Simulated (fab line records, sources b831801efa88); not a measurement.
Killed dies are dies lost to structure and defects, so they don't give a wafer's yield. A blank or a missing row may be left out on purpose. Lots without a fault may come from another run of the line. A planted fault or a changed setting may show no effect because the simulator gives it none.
Which tool did it? | flow gf180mcu | 10 lots, 30 wafers sampled, at 6 steps of a route of 602

WHAT THE GAUGES READ, wafer by wafer
GF_M2_RS_MEAS_05: measures by four-point-probe. Usual: M2_ALCU_RS 0.0696 ohm/sq, standard deviation 0.00082.
lot  | measured     | on            | M2_ALCU_RS (ohm/sq)  | flag
L908 | day 18 17:13 | film_metro-01 | 0.0701 0.0692 0.0692 |
L909 | day 19 00:37 | film_metro-03 | 0.0685 0.0678 0.0684 |
L910 | day 19 10:52 | film_metro-01 | 0.0691 0.0692 0.0694 |
L913 | day 20 13:53 | film_metro-03 | 0.0819 0.0825 0.0823 | OFF
L914 | day 21 05:19 | film_metro-01 | 0.0856 0.0853 0.0853 | OFF
L923 | day 24 04:04 | film_metro-02 | 0.0694 0.0700 0.0704 |
L924 | day 24 18:39 | film_metro-03 | 0.0689 0.0701 0.0701 |
L925 | day 24 22:25 | film_metro-03 | 0.0692 0.0694 0.0698 |
L928 | day 25 23:47 | film_metro-03 | 0.0703 0.0702 0.0705 |
L930 | day 26 10:52 | film_metro-02 | 0.0715 0.0710 0.0706 |

GF_M2_THK_MEAS_06: measures by xrf. Usual: M2_ALCU_THK 451 nm, standard deviation 5.8.
lot  | measured     | on            | M2_ALCU_THK (nm) | flag
L908 | day 18 17:20 | film_metro-01 | 443 446 446      |
L909 | day 19 00:43 | film_metro-03 | 462 465 462      |
L910 | day 19 10:58 | film_metro-01 | 446 448 446      |
L913 | day 20 13:59 | film_metro-03 | 384 383 383      | OFF
L914 | day 21 05:26 | film_metro-01 | 366 364 363      | OFF
L923 | day 24 04:11 | film_metro-02 | 455 449 447      |
L924 | day 24 18:46 | film_metro-03 | 456 450 448      |
L925 | day 24 22:31 | film_metro-03 | 456 454 453      |
L928 | day 25 23:53 | film_metro-03 | 447 449 448      |
L930 | day 26 10:59 | film_metro-02 | 437 440 445      |

WHICH TOOL RAN EACH LOT (tool, then ch and the chambers of the sampled wafers, then the start)
lot  | GF_M1_SPUTTER_04             | GF_M2_SPUTTER_00             | GF_M2_SPUTTER_02             | GF_M2_SPUTTER_03
L908 | pvd_sputter-03, day 16 15:38 | pvd_sputter-01, day 18 17:00 | pvd_sputter-01, day 18 17:08 | pvd_sputter-01, day 18 17:10
L909 | pvd_sputter-02, day 16 23:02 | pvd_sputter-02, day 19 00:22 | pvd_sputter-02, day 19 00:30 | pvd_sputter-02, day 19 00:32
L910 | pvd_sputter-02, day 17 09:08 | pvd_sputter-01, day 19 10:37 | pvd_sputter-01, day 19 10:45 | pvd_sputter-01, day 19 10:47
L913 | pvd_sputter-02, day 18 10:11 | pvd_sputter-01, day 20 13:38 | pvd_sputter-01, day 20 13:46 | pvd_sputter-01, day 20 13:47
L914 | pvd_sputter-03, day 19 00:45 | pvd_sputter-01, day 21 05:05 | pvd_sputter-01, day 21 05:13 | pvd_sputter-01, day 21 05:15
L923 | pvd_sputter-01, day 22 03:01 | pvd_sputter-04, day 24 03:50 | pvd_sputter-04, day 24 03:58 | pvd_sputter-04, day 24 03:59
L924 | pvd_sputter-02, day 22 17:26 | pvd_sputter-04, day 24 18:26 | pvd_sputter-04, day 24 18:34 | pvd_sputter-04, day 24 18:35
L925 | pvd_sputter-02, day 22 22:02 | pvd_sputter-01, day 24 22:10 | pvd_sputter-01, day 24 22:18 | pvd_sputter-01, day 24 22:20
L928 | pvd_sputter-01, day 24 00:43 | pvd_sputter-01, day 25 23:31 | pvd_sputter-01, day 25 23:38 | pvd_sputter-01, day 25 23:40
L930 | pvd_sputter-02, day 24 13:41 | pvd_sputter-01, day 26 10:39 | pvd_sputter-01, day 26 10:47 | pvd_sputter-01, day 26 10:49
- GF_M1_SPUTTER_04: material TiN, target thk 50 nm, time 41.7 s.
- GF_M2_SPUTTER_00: material Ti, target thk 37.5 nm, time 150 s.
- GF_M2_SPUTTER_02: material AlCu, target thk 450 nm, time 23.9 s.
- GF_M2_SPUTTER_03: material Ti, target thk 10 nm, time 6.7 s.

WHAT THE TOOLS THEMSELVES READ (means of the sampled wafers that have a number; where no wafer has one, the mark that the record gives instead)
GF_M1_SPUTTER_04. Usual: throttle_valve_pct 30.2 %, standard deviation 1.2.
lot  | tool           | throttle_valve_pct (%) | flag
L908 | pvd_sputter-03 | 30.1                   |
L909 | pvd_sputter-02 | 31.5                   |
L910 | pvd_sputter-02 | 29.7                   |
L913 | pvd_sputter-02 | 29.3                   |
L914 | pvd_sputter-03 | 29.8                   |
L923 | pvd_sputter-01 | 29.4                   |
L924 | pvd_sputter-02 | 30.4                   |
L925 | pvd_sputter-02 | 31.5                   |
L928 | pvd_sputter-01 | 30.2                   |
L930 | pvd_sputter-02 | 29.9                   |

GF_M2_SPUTTER_00. Usual: substrate_temp_c 200.00 C, standard deviation 0.16; throttle_valve_pct 30.3 %, standard deviation 1.1.
lot  | tool           | substrate_temp_c (C) | throttle_valve_pct (%) | flag
L908 | pvd_sputter-01 | 200.02               | 30.5                   |
L909 | pvd_sputter-02 | 200.02               | 30.3                   |
L910 | pvd_sputter-01 | 199.82               | 30.0                   |
L913 | pvd_sputter-01 | 200.11               | 29.9                   |
L914 | pvd_sputter-01 | 199.88               | 29.1                   |
L923 | pvd_sputter-04 | 199.93               | 30.4                   |
L924 | pvd_sputter-04 | 200.02               | 30.5                   |
L925 | pvd_sputter-01 | 199.95               | 30.7                   |
L928 | pvd_sputter-01 | 200.08               | 30.1                   |
L930 | pvd_sputter-01 | 200.06               | 30.0                   |

GF_M2_SPUTTER_02. Usual: throttle_valve_pct 30.3 %, standard deviation 1.1.
lot  | tool           | throttle_valve_pct (%) | flag
L908 | pvd_sputter-01 | 30.6                   |
L909 | pvd_sputter-02 | 30.2                   |
L910 | pvd_sputter-01 | 30.4                   |
L913 | pvd_sputter-01 | 30.1                   |
L914 | pvd_sputter-01 | 29.3                   |
L923 | pvd_sputter-04 | 30.4                   |
L924 | pvd_sputter-04 | 30.3                   |
L925 | pvd_sputter-01 | 30.6                   |
L928 | pvd_sputter-01 | 30.2                   |
L930 | pvd_sputter-01 | 30.1                   |

GF_M2_SPUTTER_03. Usual: substrate_temp_c 299.99 C, standard deviation 0.18; throttle_valve_pct 30.3 %, standard deviation 1.1.
lot  | tool           | substrate_temp_c (C) | throttle_valve_pct (%) | flag
L908 | pvd_sputter-01 | 300.00               | 30.4                   |
L909 | pvd_sputter-02 | 300.07               | 30.5                   |
L910 | pvd_sputter-01 | 299.99               | 30.1                   |
L913 | pvd_sputter-01 | 299.80               | 30.2                   |
L914 | pvd_sputter-01 | 299.95               | 29.3                   |
L923 | pvd_sputter-04 | 299.78               | 30.3                   |
L924 | pvd_sputter-04 | 300.09               | 30.4                   |
L925 | pvd_sputter-01 | 299.88               | 30.5                   |
L928 | pvd_sputter-01 | 300.08               | 30.1                   |
L930 | pvd_sputter-01 | 299.97               | 30.2                   |

THE ANSWER, worked out from the rows above alone
Rule: a lot is off if the mean of its wafers that have a number lies more than 3 standard deviations from the usual mean. A lot without any number at a reading at which 4 lots or more have one is off too. The other lots that the step has rows for count as sound. The gauges are gone through in route order, then the tools' own readings, and for those a lot's mean is taken as printed above. The first step at which some lot is off is used, and at that step the reading that is off furthest; a lot without a number counts as furthest.
Off: L913, L914, at GF_M2_RS_MEAS_05 (M2_ALCU_RS).
A tool fits if, at a process step before that reading, it ran every lot that is off, and no sound lot after the first of them. The gauges at GF_M2_RS_MEAS_05 are tried like those tools. None of those tried fits.

WHAT THE SIMULATOR HAD PUT IN
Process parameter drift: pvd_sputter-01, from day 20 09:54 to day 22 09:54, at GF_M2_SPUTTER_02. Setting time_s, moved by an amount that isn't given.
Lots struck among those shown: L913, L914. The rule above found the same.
